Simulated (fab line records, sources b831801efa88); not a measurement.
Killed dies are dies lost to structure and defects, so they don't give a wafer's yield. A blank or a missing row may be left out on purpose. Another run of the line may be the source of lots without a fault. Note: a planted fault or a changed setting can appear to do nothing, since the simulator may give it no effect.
fab line records -- flow sky130
[record] lots = 10, wafers = 30, lastDay = 51
route steps=708 shown SONOS_ONO@183 GATE_OXIDE@189 RES_PROTECT@215 LDD_P@265 LDD_HVN@276
lots that met no fault: from a run of the same line without faults
startH: start of the lot's first displayed wafer, in hours after the record's first day -- waitH: hours from the lot's prior step to this one -- " same as the row above -- L1.1+2: one row covering several wafers at once -- - no value present, or no start provided -- * or withheld: withheld -- < > ~ a bound
route shown NAME@n: NAME is a module with steps in the file, n the number in the route of the first one -- usual: average and standard deviation across the fault-free wafers -- same: alike in all rows -- chamber/n: place in a boat -- sites: per-site readings -- _std_site: the standard deviation of these -- _edge_site: outer sites' mean less inner sites' -- radiusMm: for every site, how far away it sits from the centre of the wafer -- mask NAME#n: copy n -- behind: tool/chamber where the wafer was last shaped -- hold: what put the lot on hold/how long, in hours/how the hold closed -- device: whichever transistor did not switch (one of n, p or np) -- end of line: the tests these same wafers got at the end of their route -- where a step has no rows: the recipe by itself -- killed: the dies lost at the first sort to structure and to defects; this is not the yield of the wafer -- map: dies across one wafer; x = killed, . = not, _ = none there
set.NAME: setting as actually run; set.NAME@STEP: the setting as run at that earlier step -- model.NAME: the simulator's own value behind a step, which no gauge read
route steps across a sampled set of lots; one table per step, one row per wafer
services: a tool's chamber out of use, with start hour (startH, from the record's first day; less than 0 if before it), hours out, and reason
[[steps]]
[step SKY_SONOS_ONO_ETCH_15]
[recipe] targetDepthNm = 19.52, chemistry = CHF3/O2, sourceW = 600, biasW = 200, pressureMtorr = 40, chf3FlowSccm = 50, O2_flow_sccm = 5, timeS = 7.8
[usual] drypumpMotorCurrentA = 5.7/0.31, oesProductAu = 1.005/0.0097, throttleValvePct = 8.825/0.0089
[same] timeS = 7.8
lot.wafer,tool,chamber,startH,waitH,drypumpMotorCurrentA,oesProductAu,rfHoursCounterH,throttleValvePct
L584.3,rieDiel-03,3,308.24,0.0,5.4,1.000,85,8.837
L584.4,rieDiel-03,1,308.24,0.0,6.4,0.991,96,8.816
L584.6,rieDiel-03,0,308.24,0.0,6.1,0.995,-,8.827
L585.2,rieDiel-02,0,320.88,0.0,5.9,0.994,38,8.817
L585.5,rieDiel-02,0,320.88,0.0,5.9,0.999,-,8.842
L585.6,rieDiel-02,1,320.88,0.0,5.4,1.005,-,8.818
L588.1,rieDiel-02,0,333.89,0.0,5.9,0.995,38,8.818
L588.5,rieDiel-02,1,333.89,0.0,5.4,1.014,-,8.841
L588.6,rieDiel-02,3,333.89,0.0,5.5,0.996,-,8.816
L596.1,rieDiel-02,0,409.79,0.0,5.9,1.001,39,8.828
L596.4,rieDiel-02,2,409.79,0.0,5.6,1.019,42,8.819
L596.5,rieDiel-02,1,409.79,0.0,5.4,1.007,-,8.834
L597.1,rieDiel-03,2,414.33,0.0,5.6,1.009,8,8.827
L597.3,rieDiel-03,0,414.33,0.0,6.1,1.001,63,8.835
L597.4,rieDiel-03,3,414.33,0.0,5.4,0.999,86,8.809
L598.1,rieDiel-03,0,422.09,0.0,6.1,1.005,63,8.816
L598.5,rieDiel-03,1,422.09,0.0,6.4,1.008,-,8.820
L598.6,rieDiel-03,0,422.09,0.0,6.1,1.001,-,8.833
L599.3,rieDiel-02,3,429.69,0.0,5.5,0.999,67,8.821
L599.4,rieDiel-02,2,429.69,0.0,5.6,1.008,42,8.827
L599.5,rieDiel-02,0,429.69,0.0,5.9,0.987,-,8.826
L600.2,rieDiel-02,3,433.24,0.0,5.5,1.009,67,8.838
L600.3,rieDiel-02,2,433.24,0.0,5.6,1.023,42,8.833
L600.5,rieDiel-02,2,433.24,0.0,5.6,1.033,-,8.820
L605.1,rieDiel-02,0,471.04,0.0,5.9,0.993,40,8.828
L605.2,rieDiel-02,1,471.04,0.0,5.4,1.010,11,8.829
L605.5,rieDiel-02,1,471.04,0.0,5.4,1.005,-,8.833
L606.1,rieDiel-02,0,482.84,0.0,5.9,0.996,41,8.817
L606.2,rieDiel-02,2,482.84,0.0,5.6,1.019,43,8.813
L606.4,rieDiel-02,0,482.84,0.0,5.9,0.999,-,8.811
[step SKY_GATE_OXIDE_THK_MEAS_02]
[recipe] reads = SiO2_of_GATE_OXIDE_OXIDATION_01
[usual] GATE_OXIDE_OXIDATION_00_THK = 10.21/0.21
lot.wafer,tool,chamber,startH,waitH,GATE_OXIDE_OXIDATION_00_THK[nm]
L584.3,filmMetro-03,-,312.63,0.0,10.09
L584.4,filmMetro-03,-,312.63,0.0,10.22
L584.6,filmMetro-03,-,312.63,0.0,10.10
L585.2,filmMetro-04,-,323.57,0.0,10.22
L585.5,filmMetro-04,-,323.57,0.0,10.19
L585.6,filmMetro-04,-,323.57,0.0,10.20
L588.1,filmMetro-04,-,336.63,0.0,10.23
L588.5,filmMetro-04,-,336.63,0.0,10.53
L588.6,filmMetro-04,-,336.63,0.0,10.54
L596.1,filmMetro-01,-,411.52,0.0,9.92
L596.4,filmMetro-01,-,411.52,0.0,9.98
L596.5,filmMetro-01,-,411.52,0.0,10.20
L597.1,filmMetro-03,-,416.06,0.0,10.20
L597.3,filmMetro-03,-,416.06,0.0,10.52
L597.4,filmMetro-03,-,416.06,0.0,10.10
L598.1,filmMetro-01,-,424.11,0.0,10.38
L598.5,filmMetro-01,-,424.11,0.0,10.44
L598.6,filmMetro-01,-,424.11,0.0,10.43
L599.3,filmMetro-01,-,431.44,0.0,10.43
L599.4,filmMetro-01,-,431.44,0.0,10.41
L599.5,filmMetro-01,-,431.44,0.0,10.38
L600.2,filmMetro-03,-,436.96,0.0,10.47
L600.3,filmMetro-03,-,436.96,0.0,10.33
L600.5,filmMetro-03,-,436.96,0.0,10.43
L605.1,filmMetro-03,-,473.07,0.0,10.31
L605.2,filmMetro-03,-,473.07,0.0,10.19
L605.5,filmMetro-03,-,473.07,0.0,10.39
L606.1,filmMetro-03,-,484.56,0.0,10.32
L606.2,filmMetro-03,-,484.56,0.0,10.26
L606.4,filmMetro-03,-,484.56,0.0,10.39
[step SKY_RES_PROTECT_TW_MEAS_08]
[usual] POLY_GATE_TW = 4051/51
lot.wafer,tool,chamber,startH,waitH,POLY_GATE_TW
L584.3,filmMetro-02,-,370.53,0.1,4076
L584.4,filmMetro-02,-,370.53,0.1,4058
L584.6,filmMetro-02,-,370.53,0.1,4068
L585.2,filmMetro-04,-,384.52,0.1,4112
L585.5,filmMetro-04,-,384.52,0.1,4109
L585.6,filmMetro-04,-,384.52,0.1,4086
L588.1,filmMetro-01,-,403.17,0.1,3982
L588.5,filmMetro-01,-,403.17,0.1,3985
L588.6,filmMetro-01,-,403.17,0.1,3986
L596.1,filmMetro-04,-,478.98,0.1,4100
L596.4,filmMetro-04,-,478.98,0.1,4100
L596.5,filmMetro-04,-,478.98,0.1,4113
L597.1,filmMetro-02,-,484.07,0.1,4110
L597.3,filmMetro-02,-,484.07,0.1,4139
L597.4,filmMetro-02,-,484.07,0.1,4130
L598.1,filmMetro-01,-,492.93,0.1,3998
L598.5,filmMetro-01,-,492.93,0.1,3980
L598.6,filmMetro-01,-,492.93,0.1,4007
L599.3,filmMetro-02,-,499.64,0.1,4110
L599.4,filmMetro-02,-,499.64,0.1,4092
L599.5,filmMetro-02,-,499.64,0.1,4119
L600.2,filmMetro-01,-,504.53,0.1,3989
L600.3,filmMetro-01,-,504.53,0.1,3972
L600.5,filmMetro-01,-,504.53,0.1,3966
L605.1,filmMetro-04,-,538.86,0.1,4085
L605.2,filmMetro-04,-,538.86,0.1,4070
L605.5,filmMetro-04,-,538.86,0.1,4078
L606.1,filmMetro-04,-,550.87,0.1,4069
L606.2,filmMetro-04,-,550.87,0.1,4066
L606.4,filmMetro-04,-,550.87,0.1,4073
[step SKY_LDD_P_STRIP_10]
[recipe] chemistry = O2/N2, powerW = 1400, pressureMtorr = 1500, platenTempC = withheld, o2FlowSccm = 3000, n2FlowSccm = 300, overashFraction = 0.5
[usual] drypumpMotorCurrentA = 6.2/0.45, o2FlowSccm = 2999/8.1, oesProductAu = 0.714/0.0046, stripTimeToEndpointS = 14.16/0.042
lot.wafer,tool,chamber,startH,waitH,drypumpMotorCurrentA,o2FlowSccm,oesProductAu,rfHoursCounterH,stripTimeToEndpointS
L584.3,plasmaAsher-02,1,470.41,0.1,5.9,3014,0.708,-,14.17
L584.4,plasmaAsher-02,0,470.41,0.1,5.5,2995,0.709,-,14.15
L584.6,plasmaAsher-02,1,470.41,0.1,5.9,2991,0.714,-,14.21
L585.2,plasmaAsher-03,0,485.08,0.1,5.9,2993,0.725,67,14.17
L585.5,plasmaAsher-03,0,485.08,0.1,5.9,3002,0.709,-,14.18
L585.6,plasmaAsher-03,1,485.08,0.1,6.8,2998,0.710,-,14.21
L588.1,plasmaAsher-02,0,505.69,0.1,5.5,2994,0.960,6,-
L588.5,plasmaAsher-02,0,505.69,0.1,5.5,3006,0.957,-,-
L588.6,plasmaAsher-02,1,505.69,0.1,6.0,2997,0.950,-,-
L596.1,plasmaAsher-03,0,577.44,0.1,5.9,2986,0.711,76,14.18
L596.4,plasmaAsher-03,1,577.44,0.1,6.8,2997,0.710,-,14.21
L596.5,plasmaAsher-03,1,577.44,0.1,6.8,2999,0.717,-,14.18
L597.1,plasmaAsher-03,1,586.58,0.1,6.8,2993,0.711,76,14.15
L597.3,plasmaAsher-03,1,586.58,0.1,6.8,2985,0.721,-,14.12
L597.4,plasmaAsher-03,0,586.58,0.1,5.9,3003,0.709,-,14.11
L598.1,plasmaAsher-04,1,590.13,0.1,6.3,2991,0.713,90,14.16
L598.5,plasmaAsher-04,0,590.13,0.1,6.5,3004,0.725,-,14.16
L598.6,plasmaAsher-04,1,590.13,0.1,6.3,2997,0.714,-,14.18
L599.3,plasmaAsher-02,1,597.09,0.1,6.0,3005,0.712,-,14.20
L599.4,plasmaAsher-02,0,597.09,0.1,5.5,2990,0.710,-,14.15
L599.5,plasmaAsher-02,1,597.09,0.1,6.0,3004,0.709,-,14.20
L600.2,plasmaAsher-03,0,600.98,0.1,5.9,2993,0.714,78,14.22
L600.3,plasmaAsher-03,0,600.98,0.1,5.9,3000,0.719,-,14.17
L600.5,plasmaAsher-03,1,600.98,0.1,6.8,2999,0.721,-,14.19
L605.1,plasmaAsher-02,1,633.84,0.1,5.9,2994,0.712,19,14.18
L605.2,plasmaAsher-02,0,633.84,0.1,5.4,2999,0.714,19,14.11
L605.5,plasmaAsher-02,1,633.84,0.1,5.9,3014,0.716,-,14.13
L606.1,plasmaAsher-04,1,644.16,0.1,6.3,2980,0.714,96,14.16
L606.2,plasmaAsher-04,0,644.16,0.1,6.5,2993,0.711,96,14.14
L606.4,plasmaAsher-04,1,644.16,0.1,6.3,2992,0.704,-,14.15
[step SKY_LDD_HVN_STRIP_09]
[recipe] chemistry = O2/N2, powerW = 1400, pressureMtorr = 1500, platenTempC = withheld, o2FlowSccm = 3000, n2FlowSccm = 300, overashFraction = 0.5
[usual] drypumpMotorCurrentA = 5.8/0.48, o2FlowSccm = 2998/8.6, oesProductAu = 0.408/0.0046, stripTimeToEndpointS = 4.130/0.016
lot.wafer,tool,chamber,startH,waitH,drypumpMotorCurrentA,o2FlowSccm,oesProductAu,rfHoursCounterH,stripTimeToEndpointS
L584.3,plasmaAsher-02,0,501.79,0.1,5.5,2981,0.414,-,4.138
L584.4,plasmaAsher-02,1,501.79,0.1,5.9,3006,0.411,-,4.118
L584.6,plasmaAsher-02,0,501.79,0.1,5.5,2993,0.399,-,4.107
L585.2,plasmaAsher-01,1,516.92,0.1,5.6,2994,0.411,39,4.152
L585.5,plasmaAsher-01,1,516.92,0.1,5.6,3001,0.407,-,4.151
L585.6,plasmaAsher-01,0,516.92,0.1,5.0,2991,0.411,-,4.109
L588.1,plasmaAsher-01,1,537.06,0.1,5.6,3002,0.462,41,5.523
L588.5,plasmaAsher-01,0,537.06,0.1,5.1,3008,0.467,-,5.531
L588.6,plasmaAsher-01,1,537.06,0.1,5.6,3009,0.469,-,5.518
L596.1,plasmaAsher-01,0,607.14,0.1,5.1,2983,0.410,49,4.142
L596.4,plasmaAsher-01,1,607.14,0.1,5.6,3015,0.403,-,4.136
L596.5,plasmaAsher-01,1,607.14,0.1,5.6,3009,0.419,-,4.159
L597.1,plasmaAsher-01,1,616.11,0.1,5.6,2997,0.410,50,4.117
L597.3,plasmaAsher-01,1,616.11,0.1,5.6,2997,0.418,-,4.128
L597.4,plasmaAsher-01,0,616.11,0.1,5.1,3007,0.409,-,4.113
L598.1,plasmaAsher-02,0,619.27,0.1,5.4,2995,0.411,17,4.139
L598.5,plasmaAsher-02,1,619.27,0.1,5.9,2999,0.406,-,4.139
L598.6,plasmaAsher-02,0,619.27,0.1,5.5,3007,0.407,-,4.143
L599.3,plasmaAsher-04,0,626.75,0.1,6.5,2992,0.415,-,4.157
L599.4,plasmaAsher-04,1,626.75,0.1,6.3,3003,0.414,-,4.181
L599.5,plasmaAsher-04,1,626.75,0.1,6.3,2981,0.411,-,4.187
L600.2,plasmaAsher-02,0,630.11,0.1,5.5,2982,0.404,18,4.128
L600.3,plasmaAsher-02,1,630.11,0.1,5.9,2997,0.404,-,4.149
L600.5,plasmaAsher-02,1,630.11,0.1,5.9,3003,0.409,-,4.143
L605.1,plasmaAsher-02,0,663.51,0.1,5.4,2992,0.410,22,4.117
L605.2,plasmaAsher-02,1,663.51,0.1,5.9,2986,0.410,22,4.120
L605.5,plasmaAsher-02,1,663.51,0.1,5.9,2997,0.407,-,4.111
L606.1,plasmaAsher-04,1,673.02,0.1,6.3,2989,0.404,99,4.121
L606.2,plasmaAsher-04,0,673.02,0.1,6.5,3012,0.408,99,4.138
L606.4,plasmaAsher-04,0,673.02,0.1,6.5,2986,0.404,-,4.141
[step SKY_LDD_HVN_TW_MEAS_10]
[usual] LDD_HVN_TW = 1433/19
lot.wafer,tool,chamber,startH,waitH,hold,LDD_HVN_TW
L584.3,filmMetro-02,-,501.88,0.1,-,1460
L584.4,filmMetro-02,-,501.88,0.1,-,1462
L584.6,filmMetro-02,-,501.88,0.1,-,1457
L585.2,filmMetro-01,-,517.03,0.1,-,1420
L585.5,filmMetro-01,-,517.03,0.1,-,1412
L585.6,filmMetro-01,-,517.03,0.1,-,1422
L588.1,filmMetro-02,-,537.16,0.1,awaitDispo/0.2h/release,1228
L588.5,filmMetro-02,-,537.16,0.1,awaitDispo/0.2h/release,1226
L588.6,filmMetro-02,-,537.16,0.1,awaitDispo/0.2h/release,1227
L588.1,filmMetro-02,-,537.39,0.2,-,1233
L588.5,filmMetro-02,-,537.39,0.2,-,1226
L588.6,filmMetro-02,-,537.39,0.2,-,1224
L596.1,filmMetro-03,-,607.24,0.1,-,1419
L596.4,filmMetro-03,-,607.24,0.1,-,1417
L596.5,filmMetro-03,-,607.24,0.1,-,1413
L597.1,filmMetro-01,-,616.21,0.1,-,1427
L597.3,filmMetro-01,-,616.21,0.1,-,1424
L597.4,filmMetro-01,-,616.21,0.1,-,1417
L598.1,filmMetro-03,-,619.37,0.1,-,1409
L598.5,filmMetro-03,-,619.37,0.1,-,1405
L598.6,filmMetro-03,-,619.37,0.1,-,1411
L599.3,filmMetro-03,-,626.84,0.1,-,1412
L599.4,filmMetro-03,-,626.84,0.1,-,1411
L599.5,filmMetro-03,-,626.84,0.1,-,1405
L600.2,filmMetro-02,-,630.22,0.1,-,1460
L600.3,filmMetro-02,-,630.22,0.1,-,1450
L600.5,filmMetro-02,-,630.22,0.1,-,1449
L605.1,filmMetro-01,-,663.61,0.1,-,1427
L605.2,filmMetro-01,-,663.61,0.1,-,1428
L605.5,filmMetro-01,-,663.61,0.1,-,1440
L606.1,filmMetro-02,-,673.12,0.1,-,1456
L606.2,filmMetro-02,-,673.12,0.1,-,1461
L606.4,filmMetro-02,-,673.12,0.1,-,1463
[[services]]
tool,chamber,startH,hours,kind
plasmaAsher-02,-,291.65,14.6,pm
plasmaAsher-04,-,299.81,2.1,repair
plasmaAsher-02,-,312.03,0.9,repair
plasmaAsher-03,-,312.41,5.4,pm
rieDiel-02,2,321.29,19.4,repair
rieDiel-02,0,342.17,1.2,repair
plasmaAsher-01,-,358.04,7.4,repair
plasmaAsher-03,-,361.50,2.8,pm
plasmaAsher-03,-,370.76,1.7,repair
plasmaAsher-02,-,379.57,15.6,pm
plasmaAsher-03,-,383.80,5.9,repair
plasmaAsher-02,-,397.34,2.3,repair
plasmaAsher-02,-,406.27,2.1,repair
plasmaAsher-03,-,408.27,3.1,repair
plasmaAsher-04,-,415.26,5.0,repair
plasmaAsher-02,-,421.25,9.0,pm
plasmaAsher-02,-,460.03,6.1,repair
rieDiel-02,3,468.58,2.8,repair
plasmaAsher-02,-,471.63,1.5,repair
rieDiel-02,1,474.46,12.7,repair
plasmaAsher-02,-,475.92,5.5,repair
plasmaAsher-04,-,488.57,1.7,repair
rieDiel-02,2,562.27,4.1,repair
rieDiel-02,2,605.31,2.2,repair
[[key]]
[firstSign] step = SKY_LDD_P_STRIP_10, reading = oesProductAu, direction = up, sigmas = 53, usual = 0.714, struck = 0.956
[effect] step = SKY_LDD_HVN_STRIP_09, reading = stripTimeToEndpointS, direction = up, sigmas = 86, usual = *, struck = *
[effect] step = SKY_LDD_HVN_TW_MEAS_10, reading = visit, direction = added
[effect] step = SKY_LDD_HVN_TW_MEAS_10, reading = LDD_HVN_TW, direction = down, sigmas = 11, usual = 1433, struck = 1227
metAt SKY_LDD_P_STRIP_10
struckLots L588
testerLeftOut L588
notActingAt SKY_SONOS_ONO_ETCH_15,SKY_GATE_OXIDE_THK_MEAS_02,SKY_RES_PROTECT_TW_MEAS_08
onsetBetween 470.41 505.69
[fault] kind = stripAborted, tool = plasmaAsher-02, chamber = -, onsetH = 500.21, steps = SKY_LDD_P_STRIP_10, offset = 0.39516, endH = 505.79
// testerLeftOut: of these lots the tester's yield and bins aren't shown, on N5 and GAA mostly nor the transistor test; their killed dies are dies lost to structure and defects alone, not to doping, threshold or leakage, so they don't give the yield
